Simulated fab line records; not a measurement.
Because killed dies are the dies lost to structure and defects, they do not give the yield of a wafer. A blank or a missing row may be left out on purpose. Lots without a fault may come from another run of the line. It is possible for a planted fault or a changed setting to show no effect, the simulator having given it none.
fab line records	flow gf180mcu
[record] lots = 5	wafers = 15	last-day = 34
route steps=602 shown HV_LDD@215 NSD@235
lots that met no fault: from a run of the same line without faults
start-h: hours from the record's opening day to when the first of the lot's shown wafers began	wait-h: how many hours have passed since the lot's step before this one	" the same as in the row above	L1.1+2: a row that stands for several wafers	- either no value or no given start	* or withheld: withheld	< > ~ a bound
route shown NAME@n: names a module that has steps shown in the file, with the first one's number in the route	usual: average and standard deviation across the fault-free wafers	same: alike in all rows	chamber/n: place in a boat	sites: the reading at each site	_std_site: their standard deviation	_edge_site: the outer-site mean with the inner-site mean subtracted	radius-mm: for every site, how far away it sits from the centre of the wafer	mask NAME#n: copy n	behind: the last tool/chamber to shape the wafer	hold: reason for holding the lot/hours on hold/outcome of the hold	device: whichever transistor did not switch (one of n, p or np)	end of line: tests of these same wafers at the route's end	where a step has no rows: the recipe by itself	killed: not the wafer's yield, but the dies lost to structure and defects at the first sort	map: dies across one wafer; x = killed, . = not, _ = none there
set.NAME: the setting that was run; set.NAME@STEP: the one run at that earlier step	model.NAME: the simulator's own value behind a step, which no gauge read
lots at some steps of the route; a table a step, a row a wafer
services: the hour from which a tool's chamber was out of use, counted from the record's first day as start-h (under 0 if before that day), plus the number of hours and why
[[steps]]
[step GF_HV_LDD_DEHYDRATE_39]
[recipe] temp-c = 200	time-s = 60
[usual] plate-temp-C = 200.00/0.16
lot.wafer	tool	chamber	start-h	wait-h	plate-temp-C
L075.1	litho-track-02	0	265.02	9.2	200.12
L075.3	"	0	"	"	200.15
L075.4	"	0	"	"	199.96
L079.3	litho-track-02	0	305.12	9.8	200.01
L079.4	"	0	"	"	199.90
L079.6	"	0	"	"	200.09
L080.1	litho-track-02	0	313.56	10.1	199.97
L080.3	"	0	"	"	200.32
L080.5	"	0	"	"	199.92
L095.1	litho-track-04	0	430.59	11.7	200.19
L095.4	"	0	"	"	200.02
L095.6	"	0	"	"	200.10
L097.3	litho-track-04	0	448.69	11.5	199.88
L097.4	"	0	"	"	199.72
L097.5	"	0	"	"	199.85
[step GF_HV_LDD_HMDS_40]
[recipe] prime-time-s = 60	prime-temp-c = 120
lot.wafer	tool	chamber	start-h	wait-h
L075.1+3+4	litho-track-02	0	265.17	0.1
L079.3+4+6	litho-track-02	0	305.27	0.1
L080.1+3+5	litho-track-02	0	313.71	0.1
L095.1+4+6	litho-track-04	0	430.74	0.1
L097.3+4+5	litho-track-04	0	448.84	0.1
[step GF_HV_LDD_COAT_41]
[recipe] resist = NOVOLAK	spin-rpm = 3000	resist-thk-nm = 1000
lot.wafer	tool	chamber	start-h	wait-h
L075.1+3+4	litho-track-02	0	265.32	0.1
L079.3+4+6	litho-track-02	0	305.42	0.1
L080.1+3+5	litho-track-02	0	313.86	0.1
L095.1+4+6	litho-track-04	0	430.89	0.1
L097.3+4+5	litho-track-04	0	448.99	0.1
[step GF_HV_LDD_SOFTBAKE_42]
[recipe] temp-c = 90	time-s = 60	resist = NOVOLAK
[usual] plate-temp-C = 89.98/0.12
lot.wafer	tool	chamber	start-h	wait-h	plate-temp-C
L075.1	litho-track-02	0	265.47	0.1	89.91
L075.3	"	0	"	"	89.94
L075.4	"	0	"	"	89.99
L079.3	litho-track-02	0	305.57	0.1	89.97
L079.4	"	0	"	"	89.79
L079.6	"	0	"	"	89.99
L080.1	litho-track-02	0	314.01	0.1	89.97
L080.3	"	0	"	"	90.11
L080.5	"	0	"	"	89.87
L095.1	litho-track-04	0	431.04	0.1	90.20
L095.4	"	0	"	"	89.90
L095.6	"	0	"	"	89.76
L097.3	litho-track-04	0	449.14	0.1	90.13
L097.4	"	0	"	"	90.05
L097.5	"	0	"	"	90.18
[step GF_HV_LDD_EXPOSE_43]
[recipe] mask-id = Pplus_HV_AREA	target-cd-nm = 400	na = 0.6	source-shape = conventional	sigma-outer = 0.6	dose-mj = 140
lot.wafer	tool	chamber	start-h	wait-h	mask
L075.1+3+4	iline-stepper-02	0	-	-	Pplus_HV_AREA#0
L079.3+4+6	iline-stepper-02	0	-	-	Pplus_HV_AREA#0
L080.1+3+5	iline-stepper-02	0	-	-	Pplus_HV_AREA#0
L095.1+4+6	iline-stepper-02	0	-	-	Pplus_HV_AREA#0
L097.3+4+5	iline-stepper-02	0	-	-	Pplus_HV_AREA#0
[step GF_HV_LDD_PEB_44]
[recipe] temp-c = withheld	time-s = *	resist = NOVOLAK
lot.wafer	tool	chamber	start-h	wait-h
L075.1+3+4	litho-track-02	0	-	-
L079.3+4+6	litho-track-04	0	-	-
L080.1+3+5	litho-track-02	0	-	-
L095.1+4+6	litho-track-01	0	-	-
L097.3+4+5	litho-track-04	0	-	-
[step GF_HV_LDD_DEVELOP_45]
[recipe] develop-time-s = 60	dev-temp-c = 23
lot.wafer	tool	chamber	start-h	wait-h
L075.1+3+4	litho-track-02	0	274.82	0.1
L079.3+4+6	litho-track-04	0	315.09	0.1
L080.1+3+5	litho-track-02	0	324.26	0.1
L095.1+4+6	litho-track-01	0	443.12	0.1
L097.3+4+5	litho-track-04	0	460.94	0.1
[step GF_HV_LDD_CD_MEAS_46]
[recipe] target-cd-nm = 400
[usual] cd-nm = 400.6/1.8
lot.wafer	tool	chamber	start-h	wait-h	cd-nm
L075.1	cd-sem-02	-	274.97	0.1	399.6
L075.3	"	-	"	"	402.2
L075.4	"	-	"	"	402.1
L079.3	cd-sem-01	-	315.23	0.1	400.6
L079.4	"	-	"	"	400.2
L079.6	"	-	"	"	397.9
L080.1	cd-sem-01	-	324.41	0.1	402.5
L080.3	"	-	"	"	401.4
L080.5	"	-	"	"	402.1
L095.1	cd-sem-02	-	443.27	0.1	400.5
L095.4	"	-	"	"	400.7
L095.6	"	-	"	"	400.3
L097.3	cd-sem-01	-	461.12	0.2	400.2
L097.4	"	-	"	"	401.7
L097.5	"	-	"	"	401.5
[step GF_HV_LDD_OVL_MEAS_47]
[usual] HV_LDD_03_OVL = 1.0/1.7
lot.wafer	tool	chamber	start-h	wait-h	HV_LDD_03_OVL[nm]
L075.1	overlay-02	-	275.09	0.1	-1.7
L075.3	"	-	"	"	-1.2
L075.4	"	-	"	"	-2.3
L079.3	overlay-02	-	315.32	0.1	0.0
L079.4	"	-	"	"	-1.8
L079.6	"	-	"	"	1.0
L080.1	overlay-01	-	324.53	0.1	2.2
L080.3	"	-	"	"	2.5
L080.5	"	-	"	"	1.4
L095.1	overlay-02	-	443.39	0.1	-0.6
L095.4	"	-	"	"	-0.6
L095.6	"	-	"	"	-1.0
L097.3	overlay-01	-	461.21	0.1	2.8
L097.4	"	-	"	"	-0.6
L097.5	"	-	"	"	-0.9
[step GF_HV_LDD_IMPLANT_48]
[recipe] species = B	energy-kev = 25	dose-cm2 = 3e+13	tilt-deg = 7
lot.wafer	tool	chamber	start-h	wait-h
L075.1+3+4	implanter-03	0	275.12	0.0
L079.3+4+6	implanter-01	0	315.40	0.1
L080.1+3+5	implanter-03	0	324.57	0.0
L095.1+4+6	implanter-01	0	443.42	0.0
L097.3+4+5	implanter-01	0	461.29	0.1
[step GF_HV_LDD_STRIP_49]
[recipe] chemistry = O2/N2	power-w = 1400	pressure-mtorr = 1500	platen-temp-c = 250	o2-flow-sccm = 3000	n2-flow-sccm = 300	overash-fraction = 0.5
[usual] drypump-motor-current-A = 5.97/0.26	heater-power-w = 341/35	oes-product-au = 0.716/0.0044	strip-time-to-endpoint-s = 12.63/0.037
lot.wafer	tool	chamber	start-h	wait-h	drypump-motor-current-A	heater-power-w	oes-product-au	rf-hours-counter-h	strip-time-to-endpoint-s
L075.1	plasma-asher-01	0	275.27	0.1	6.51	384	0.710	64	12.64
L075.3	"	1	"	"	5.62	373	0.720	-	12.62
L075.4	"	0	"	"	6.48	386	0.715	-	12.63
L079.3	plasma-asher-02	1	315.53	0.1	5.99	380	0.719	-	12.69
L079.4	"	0	"	"	6.08	329	0.710	-	12.67
L079.6	"	1	"	"	5.99	380	0.721	-	12.68
L080.1	plasma-asher-02	0	324.72	0.1	6.13	329	0.717	50	12.62
L080.3	"	0	"	"	6.11	329	0.722	-	12.66
L080.5	"	0	"	"	6.13	325	0.716	-	12.65
L095.1	plasma-asher-02	0	443.57	0.1	6.15	330	0.714	62	12.62
L095.4	"	1	"	"	5.99	356	0.717	-	12.62
L095.6	"	0	"	"	6.18	331	0.714	-	12.61
L097.3	plasma-asher-02	0	461.42	0.1	6.11	325	0.721	-	12.62
L097.4	"	1	"	"	5.99	364	0.716	-	12.62
L097.5	"	0	"	"	6.11	330	0.709	-	12.58
[step GF_HV_LDD_TW_MEAS_50]
[usual] HV_LDD_4_TW = 564/3.5
lot.wafer	tool	chamber	start-h	wait-h	HV_LDD_4_TW
L075.1	film-metro-01	-	275.37	0.1	558
L075.3	"	-	"	"	560
L075.4	"	-	"	"	556
L079.3	film-metro-01	-	315.62	0.1	560
L079.4	"	-	"	"	562
L079.6	"	-	"	"	563
L080.1	film-metro-04	-	324.82	0.1	564
L080.3	"	-	"	"	565
L080.5	"	-	"	"	567
L095.1	film-metro-01	-	443.67	0.1	563
L095.4	"	-	"	"	561
L095.6	"	-	"	"	563
L097.3	film-metro-01	-	461.51	0.1	560
L097.4	"	-	"	"	558
L097.5	"	-	"	"	559
[step GF_HV_LDD_CLEAN_51]
[recipe] chemistry = SC1/SC2	mix = 1:4:20	temp-c = 70	time-s = 150	dry = n2-spin
[usual] bath-guard-temp-C = 69.8/0.48
lot.wafer	tool	chamber	start-h	wait-h	bath-guard-temp-C
L075.1	wet-bench-02	3	275.43	0.1	70.6
L075.3	"	3	"	"	70.4
L075.4	"	3	"	"	70.2
L079.3	wet-bench-01	0	315.66	0.0	70.4
L079.4	"	0	"	"	70.4
L079.6	"	0	"	"	70.6
L080.1	wet-bench-03	3	324.88	0.1	70.2
L080.3	"	3	"	"	70.0
L080.5	"	3	"	"	70.1
L095.1	wet-bench-03	0	443.73	0.1	69.7
L095.4	"	0	"	"	70.0
L095.6	"	0	"	"	70.0
L097.3	wet-bench-02	2	461.55	0.0	68.3
L097.4	"	2	"	"	68.7
L097.5	"	2	"	"	68.5
[step GF_HV_LDD_RTA_52]
[recipe] temp-c = 1000	time-s = 10	ambient = N2
[usual] anneal-temp-c-max = 1005.2/1.1	lamp-power-pct = 29.8/0.88	wafer_temp_C_max = 1004.3/1.1
lot.wafer	tool	chamber	start-h	wait-h	anneal-temp-c-max	lamp-power-pct	wafer_temp_C_max
L075.1	rtp-anneal-02	0	275.48	0.0	1005.7	29.2	1003.5
L075.3	"	0	"	"	1004.6	29.2	1003.9
L075.4	"	0	"	"	1005.4	29.2	1004.1
L079.3	rtp-anneal-02	0	315.73	0.0	1005.8	29.2	1002.8
L079.4	"	0	"	"	1006.3	29.2	1003.9
L079.6	"	0	"	"	1006.2	29.3	1004.2
L080.1	rtp-anneal-02	0	324.98	0.0	1007.0	29.3	1006.2
L080.3	"	0	"	"	1004.6	29.2	1004.1
L080.5	"	0	"	"	1005.2	29.3	1004.3
L095.1	rtp-anneal-02	0	443.78	0.0	1005.0	29.2	1004.0
L095.4	"	0	"	"	1004.3	29.2	1003.7
L095.6	"	0	"	"	1004.2	29.2	1004.0
L097.3	rtp-anneal-01	0	461.63	0.0	1005.2	31.2	1005.9
L097.4	"	0	"	"	1003.6	31.2	1004.6
L097.5	"	0	"	"	1003.9	31.1	1007.1
[step GF_HV_LDD_RS_MEAS_53]
[recipe] thk-meas-gauge = four-point-probe
[usual] HV_LDD_RS = 418.3/0.92
lot.wafer	tool	chamber	start-h	wait-h	HV_LDD_RS[ohm/sq]
L075.1	film-metro-04	-	275.55	0.1	419.8
L075.3	"	-	"	"	418.4
L075.4	"	-	"	"	419.0
L079.3	film-metro-03	-	315.81	0.1	418.1
L079.4	"	-	"	"	418.0
L079.6	"	-	"	"	417.5
L080.1	film-metro-01	-	325.05	0.1	417.7
L080.3	"	-	"	"	417.4
L080.5	"	-	"	"	418.6
L095.1	film-metro-03	-	443.85	0.1	417.9
L095.4	"	-	"	"	417.9
L095.6	"	-	"	"	418.5
L097.3	film-metro-01	-	461.71	0.1	418.1
L097.4	"	-	"	"	418.0
L097.5	"	-	"	"	415.8
[step GF_HV_LDD_CVD_54]
[recipe] material = SiO2	target-thk-nm = 10	precursor = TEOS	temp-c = 680	time-s = 75	pressure-mtorr = 400
[usual] zone-power-top-pct = 22/3.4
lot.wafer	tool	chamber	start-h	wait-h	zone-power-top-pct
L075.1	lpcvd-02	1	275.67	0.1	21
L075.3	"	1	"	"	21
L075.4	"	1	"	"	21
L079.3	lpcvd-02	0	315.89	0.1	26
L079.4	"	0	"	"	27
L079.6	"	0	"	"	27
L080.1	lpcvd-02	0	325.17	0.1	27
L080.3	"	0	"	"	27
L080.5	"	0	"	"	26
L095.1	lpcvd-01	0	443.97	0.1	18
L095.4	"	0	"	"	18
L095.6	"	0	"	"	19
L097.3	lpcvd-01	1	461.79	0.1	20
L097.4	"	1	"	"	20
L097.5	"	1	"	"	19
[step GF_HV_LDD_THK_MEAS_55]
[recipe] reads = SiO2_of_HV_LDD_CVD_54
[usual] HV_LDD_CVD_54_THK = 9.97/0.13
lot.wafer	tool	chamber	start-h	wait-h	HV_LDD_CVD_54_THK[nm]
L075.1	film-metro-04	-	276.69	0.0	9.94
L075.3	"	-	"	"	9.87
L075.4	"	-	"	"	9.86
L079.3	film-metro-04	-	316.93	0.0	9.99
L079.4	"	-	"	"	10.05
L079.6	"	-	"	"	9.92
L080.1	film-metro-01	-	326.19	0.0	10.10
L080.3	"	-	"	"	9.98
L080.5	"	-	"	"	9.97
L095.1	film-metro-01	-	444.99	0.0	10.11
L095.4	"	-	"	"	9.96
L095.6	"	-	"	"	10.00
L097.3	film-metro-03	-	462.83	0.0	9.87
L097.4	"	-	"	"	9.86
L097.5	"	-	"	"	9.89
[step GF_HV_LDD_CVD_56]
[recipe] material = Si3N4	precursor = DCS/NH3	target-thk-nm = 90	temp-c = 770	time-s = 1543	pressure-mtorr = 250
[usual] zone-power-top-pct = 26/3.4
lot.wafer	tool	chamber	start-h	wait-h	zone-power-top-pct
L075.1	lpcvd-02	0	276.75	0.1	32
L075.3	"	0	"	"	32
L075.4	"	0	"	"	32
L079.3	lpcvd-02	1	316.97	0.0	25
L079.4	"	1	"	"	25
L079.6	"	1	"	"	25
L080.1	lpcvd-01	0	326.25	0.1	22
L080.3	"	0	"	"	22
L080.5	"	0	"	"	22
L095.1	lpcvd-02	0	445.05	0.1	32
L095.4	"	0	"	"	32
L095.6	"	0	"	"	31
L097.3	lpcvd-02	1	462.87	0.0	25
L097.4	"	1	"	"	25
L097.5	"	1	"	"	25
[step GF_HV_LDD_THK_MEAS_57]
[recipe] reads = Si3N4_of_HV_LDD_CVD_56
[usual] HV_LDD_CVD_56_THK = 89.6/0.88
lot.wafer	tool	chamber	start-h	wait-h	HV_LDD_CVD_56_THK[nm]
L075.1	film-metro-01	-	278.18	0.0	89.4
L075.3	"	-	"	"	88.9
L075.4	"	-	"	"	89.2
L079.3	film-metro-04	-	318.42	0.0	88.7
L079.4	"	-	"	"	89.2
L079.6	"	-	"	"	89.2
L080.1	film-metro-01	-	327.68	0.0	88.6
L080.3	"	-	"	"	88.2
L080.5	"	-	"	"	89.2
L095.1	film-metro-01	-	447.19	0.0	91.5
L095.4	"	-	"	"	91.0
L095.6	"	-	"	"	92.1
L097.3	film-metro-03	-	464.32	0.0	88.4
L097.4	"	-	"	"	89.6
L097.5	"	-	"	"	89.0
[step GF_HV_LDD_ETCHBACK_58]
[recipe] chemistry = CH3F/O2	target = Si3N4	stop-on = SiO2	source-w = 400	bias-w = 80	pressure-mtorr = 25	ch3f-flow-sccm = 40	O2_flow_sccm = 30	time-s = 100	target-depth-a = 900
[usual] drypump-motor-current-A = 5.7/0.34	oes-product-au = 0.840/0.0064	throttle-valve-pct = 10.560/0.0098
lot.wafer	tool	chamber	start-h	wait-h	drypump-motor-current-A	oes-product-au	rf-hours-counter-h	throttle-valve-pct
L075.1	rie-diel-02	2	278.24	0.1	5.8	0.841	3	10.565
L075.3	"	3	"	"	6.0	0.842	72	10.555
L075.4	"	2	"	"	5.8	0.839	-	10.559
L079.3	rie-diel-03	0	318.46	0.0	5.8	0.840	2	10.568
L079.4	"	1	"	"	6.3	0.838	88	10.551
L079.6	"	3	"	"	5.2	0.839	-	10.552
L080.1	rie-diel-03	2	327.74	0.1	5.7	0.832	13	10.559
L080.3	"	1	"	"	6.3	0.833	89	10.560
L080.5	"	3	"	"	5.2	0.841	-	10.566
L095.1	rie-diel-02	2	447.25	0.1	5.8	0.850	7	10.556
L095.4	"	1	"	"	5.9	0.856	4	10.541
L095.6	"	3	"	"	6.0	0.855	-	10.566
L097.3	rie-diel-02	1	464.36	0.0	5.9	0.837	5	10.555
L097.4	"	3	"	"	6.0	0.843	77	10.557
L097.5	"	2	"	"	5.8	0.829	-	10.553
[step GF_NSD_DEHYDRATE_00]
[recipe] temp-c = 200	time-s = 60
[usual] plate-temp-C = 200.01/0.16
lot.wafer	tool	chamber	start-h	wait-h	plate-temp-C
L075.1	litho-track-03	0	288.61	10.3	199.89
L075.3	"	0	"	"	200.14
L075.4	"	0	"	"	200.24
L079.3	litho-track-03	0	328.96	10.5	199.79
L079.4	"	0	"	"	199.80
L079.6	"	0	"	"	199.93
L080.1	litho-track-04	0	338.29	10.5	199.75
L080.3	"	0	"	"	199.96
L080.5	"	0	"	"	199.76
L095.1	litho-track-04	0	458.89	11.6	200.18
L095.4	"	0	"	"	199.97
L095.6	"	0	"	"	199.88
L097.3	litho-track-04	0	475.69	11.3	200.07
L097.4	"	0	"	"	200.15
L097.5	"	0	"	"	200.29
[step GF_NSD_HMDS_01]
[recipe] prime-time-s = 60	prime-temp-c = 120
lot.wafer	tool	chamber	start-h	wait-h
L075.1+3+4	litho-track-03	0	288.76	0.1
L079.3+4+6	litho-track-03	0	329.11	0.1
L080.1+3+5	litho-track-04	0	338.44	0.1
L095.1+4+6	litho-track-04	0	459.04	0.1
L097.3+4+5	litho-track-04	0	475.84	0.1
[step GF_NSD_COAT_02]
[recipe] resist = NOVOLAK	spin-rpm = 3000	resist-thk-nm = 1000
lot.wafer	tool	chamber	start-h	wait-h
L075.1+3+4	litho-track-03	0	288.91	0.1
L079.3+4+6	litho-track-03	0	329.26	0.1
L080.1+3+5	litho-track-04	0	338.59	0.1
L095.1+4+6	litho-track-04	0	459.19	0.1
L097.3+4+5	litho-track-04	0	475.99	0.1
[step GF_NSD_SOFTBAKE_03]
[recipe] temp-c = 90	time-s = 60	resist = NOVOLAK
[usual] plate-temp-C = 90.01/0.13
lot.wafer	tool	chamber	start-h	wait-h	plate-temp-C
L075.1	litho-track-03	0	289.06	0.1	90.07
L075.3	"	0	"	"	90.10
L075.4	"	0	"	"	89.99
L079.3	litho-track-03	0	329.41	0.1	90.10
L079.4	"	0	"	"	90.17
L079.6	"	0	"	"	89.90
L080.1	litho-track-04	0	338.74	0.1	90.11
L080.3	"	0	"	"	89.96
L080.5	"	0	"	"	90.05
L095.1	litho-track-04	0	459.34	0.1	89.89
L095.4	"	0	"	"	89.92
L095.6	"	0	"	"	90.00
L097.3	litho-track-04	0	476.14	0.1	90.05
L097.4	"	0	"	"	89.96
L097.5	"	0	"	"	89.95
[step GF_NSD_EXPOSE_04]
[recipe] mask-id = Nplus	target-cd-nm = 400	na = 0.6	source-shape = conventional	sigma-outer = 0.6	dose-mj = 140
lot.wafer	tool	chamber	start-h	wait-h	mask
L075.1+3+4	iline-stepper-02	0	-	-	Nplus#0
L079.3+4+6	iline-stepper-02	0	-	-	Nplus#0
L080.1+3+5	iline-stepper-01	0	-	-	Nplus#0
L095.1+4+6	iline-stepper-02	0	-	-	Nplus#0
L097.3+4+5	iline-stepper-02	0	-	-	Nplus#0
[step GF_NSD_PEB_05]
[recipe] temp-c = withheld	time-s = *	resist = NOVOLAK
lot.wafer	tool	chamber	start-h	wait-h
L075.1+3+4	litho-track-04	0	-	-
L079.3+4+6	litho-track-04	0	-	-
L080.1+3+5	litho-track-03	0	-	-
L095.1+4+6	litho-track-04	0	-	-
L097.3+4+5	litho-track-02	0	-	-
[step GF_NSD_DEVELOP_06]
[recipe] develop-time-s = 60	dev-temp-c = 23
lot.wafer	tool	chamber	start-h	wait-h
L075.1+3+4	litho-track-04	0	299.09	0.1
L079.3+4+6	litho-track-04	0	340.29	0.1
L080.1+3+5	litho-track-03	0	349.21	0.1
L095.1+4+6	litho-track-04	0	470.89	0.1
L097.3+4+5	litho-track-02	0	487.86	0.1
[step GF_NSD_CD_MEAS_07]
[recipe] target-cd-nm = 400
[usual] cd-nm = 400.1/2.5
lot.wafer	tool	chamber	start-h	wait-h	cd-nm
L075.1	cd-sem-02	-	299.24	0.1	403.0
L075.3	"	-	"	"	401.4
L075.4	"	-	"	"	404.2
L079.3	cd-sem-01	-	340.43	0.1	404.3
L079.4	"	-	"	"	402.8
L079.6	"	-	"	"	403.3
L080.1	cd-sem-02	-	349.36	0.1	399.0
L080.3	"	-	"	"	398.4
L080.5	"	-	"	"	400.0
L095.1	cd-sem-02	-	471.04	0.1	404.1
L095.4	"	-	"	"	404.4
L095.6	"	-	"	"	402.7
L097.3	cd-sem-01	-	488.00	0.1	402.9
L097.4	"	-	"	"	402.4
L097.5	"	-	"	"	403.0
[step GF_NSD_OVL_MEAS_08]
[usual] NSD_OVL = 0.0/1.3
lot.wafer	tool	chamber	start-h	wait-h	NSD_OVL[nm]
L075.1	overlay-01	-	299.36	0.1	1.3
L075.3	"	-	"	"	1.4
L075.4	"	-	"	"	0.4
L079.3	overlay-02	-	340.52	0.1	-0.8
L079.4	"	-	"	"	0.4
L079.6	"	-	"	"	-1.0
L080.1	overlay-02	-	349.48	0.1	1.4
L080.3	"	-	"	"	1.7
L080.5	"	-	"	"	0.4
L095.1	overlay-02	-	471.16	0.1	-2.1
L095.4	"	-	"	"	-1.4
L095.6	"	-	"	"	-1.8
L097.3	overlay-02	-	488.09	0.1	0.7
L097.4	"	-	"	"	-1.1
L097.5	"	-	"	"	-1.0
[step GF_NSD_IMPLANT_09]
[recipe] species = As	energy-kev = 60	dose-cm2 = 4e+15	tilt-deg = 7
lot.wafer	tool	chamber	start-h	wait-h
L075.1+3+4	implanter-02	0	299.40	0.0
L079.3+4+6	implanter-02	0	340.60	0.1
L080.1+3+5	implanter-01	0	349.52	0.0
L095.1+4+6	implanter-02	0	471.19	0.0
L097.3+4+5	implanter-02	0	488.17	0.1
[step GF_NSD_IMPLANT_10]
[recipe] species = P	energy-kev = 40	dose-cm2 = 5e+14	tilt-deg = 7
lot.wafer	tool	chamber	start-h	wait-h
L075.1+3+4	implanter-02	0	299.55	0.1
L079.3+4+6	implanter-02	0	340.75	0.1
L080.1+3+5	implanter-01	0	349.67	0.1
L095.1+4+6	implanter-02	0	471.34	0.1
L097.3+4+5	implanter-02	0	488.32	0.1
[step GF_NSD_STRIP_11]
[recipe] chemistry = O2/N2	power-w = 1400	pressure-mtorr = 1500	platen-temp-c = 250	o2-flow-sccm = 3000	n2-flow-sccm = 300	overash-fraction = 0.5
[usual] drypump-motor-current-A = 6.03/0.29	heater-power-w = 330/38	oes-product-au = 0.487/0.0046	strip-time-to-endpoint-s = 22.97/0.035
lot.wafer	tool	chamber	start-h	wait-h	drypump-motor-current-A	heater-power-w	oes-product-au	rf-hours-counter-h	strip-time-to-endpoint-s
L075.1	plasma-asher-01	0	299.70	0.1	6.43	378	0.493	67	22.95
L075.3	"	0	"	"	6.42	385	0.494	-	22.96
L075.4	"	1	"	"	5.59	373	0.487	-	22.99
L079.3	plasma-asher-04	1	340.88	0.1	6.10	293	0.491	-	22.97
L079.4	"	0	"	"	6.21	317	0.487	-	22.95
L079.6	"	1	"	"	6.06	301	0.495	-	22.98
L080.1	plasma-asher-01	0	349.82	0.1	6.48	381	0.481	73	22.98
L080.3	"	0	"	"	6.45	385	0.483	-	22.99
L080.5	"	1	"	"	5.59	377	0.487	-	22.99
L095.1	plasma-asher-03	1	471.49	0.1	5.69	326	0.484	35	22.95
L095.4	"	1	"	"	5.72	324	0.480	-	22.97
L095.6	"	1	"	"	5.71	321	0.492	-	22.96
L097.3	plasma-asher-04	0	488.45	0.1	6.20	305	0.483	-	22.95
L097.4	"	1	"	"	6.09	297	0.493	-	22.95
L097.5	"	0	"	"	6.18	310	0.486	-	22.93
[[services]]
tool	chamber	start-h	hours	kind
plasma-asher-04	-	243.71	2.8	pm
wet-bench-02	-	244.47	12.4	repair
implanter-03	-	256.70	1.3	repair
plasma-asher-02	-	291.32	2.8	pm
implanter-02	-	295.16	1.1	repair
rtp-anneal-02	-	302.24	3.0	pm
implanter-02	-	304.28	5.7	pm
plasma-asher-01	-	308.15	1.0	repair
plasma-asher-02	-	308.26	4.3	repair
implanter-02	-	312.41	0.6	repair
plasma-asher-02	-	331.13	5.5	repair
rie-diel-02	0	356.24	13.0	repair
rie-diel-02	0	383.96	3.2	repair
implanter-01	-	384.72	4.7	pm
iline-stepper-02	-	384.84	1.7	pm
rie-diel-02	2	388.04	8.5	repair
rie-diel-02	0	396.66	2.4	repair
implanter-01	-	400.87	3.0	pm
rie-diel-02	3	403.47	3.9	repair
iline-stepper-02	-	405.70	4.4	pm
rie-diel-02	-	466.47	0.8	repair
implanter-01	-	476.87	17.8	repair
lpcvd-01	-	480.97	0.5	repair
plasma-asher-01	-	485.54	8.7	repair
[[key]]
fault none
